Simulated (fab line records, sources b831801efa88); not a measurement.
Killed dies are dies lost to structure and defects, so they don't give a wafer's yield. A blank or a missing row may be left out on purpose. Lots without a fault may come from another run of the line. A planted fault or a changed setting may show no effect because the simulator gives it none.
One fault seen from 2 desks | flow sky130 | each desk has only its own numbers; what lay behind them comes last

THE METROLOGY DESK
What the gauges read, lot by lot, whatever tool the lot ran on: means of the sampled wafers that have a number. A lot is out of limits, marked OUT, if its mean lies more than 4 standard deviations from the usual mean; the brackets give that distance.
Columns: A = VIA1_W_RS at SKY_VIA1_RS_MEAS_22, usual 0.422 ohm/sq; B = VIA1_W_THK at SKY_VIA1_THK_MEAS_23, usual 274 nm
lot  | first seen here | A     | B
L963 | day 35 06:05    | 0.424 | 273
L965 | day 35 23:11    | 0.419 | 275
L976 | day 39 12:20    | 0.419 | 278
L978 | day 39 22:34    | 0.423 | 273
L979 | day 40 03:05    | 0.426 | 270
L982 | day 41 04:14    | 0.412 | 282
This desk's finding: nothing out of limits on any of the 6 lots.

THE TOOL OWNER'S DESK: pvd_sputter-02
The tool's own readings at SKY_METAL2_SPUTTER_01 (material TiN, target thk 20 nm, time 16.7 s): means of the sampled wafers that have a number, for each lot that ran on this tool. A lot is out of limits, marked OUT, if its mean lies more than 4 standard deviations from the usual mean; the brackets give that distance.
Columns: A = throttle_valve_pct at SKY_METAL2_SPUTTER_01, usual 30.2 %
lot  | first seen here | A
L965 | day 35 23:41    | 31.1
L976 | day 39 12:46    | 29.9
L979 | day 40 03:34    | 31.0
This desk's finding: nothing out of limits on any of the 3 lots.

PUT TOGETHER
The metrology desk saw nothing out of limits.
The tool owner's desk saw nothing out of limits.

WHAT THE SIMULATOR HAD PUT IN
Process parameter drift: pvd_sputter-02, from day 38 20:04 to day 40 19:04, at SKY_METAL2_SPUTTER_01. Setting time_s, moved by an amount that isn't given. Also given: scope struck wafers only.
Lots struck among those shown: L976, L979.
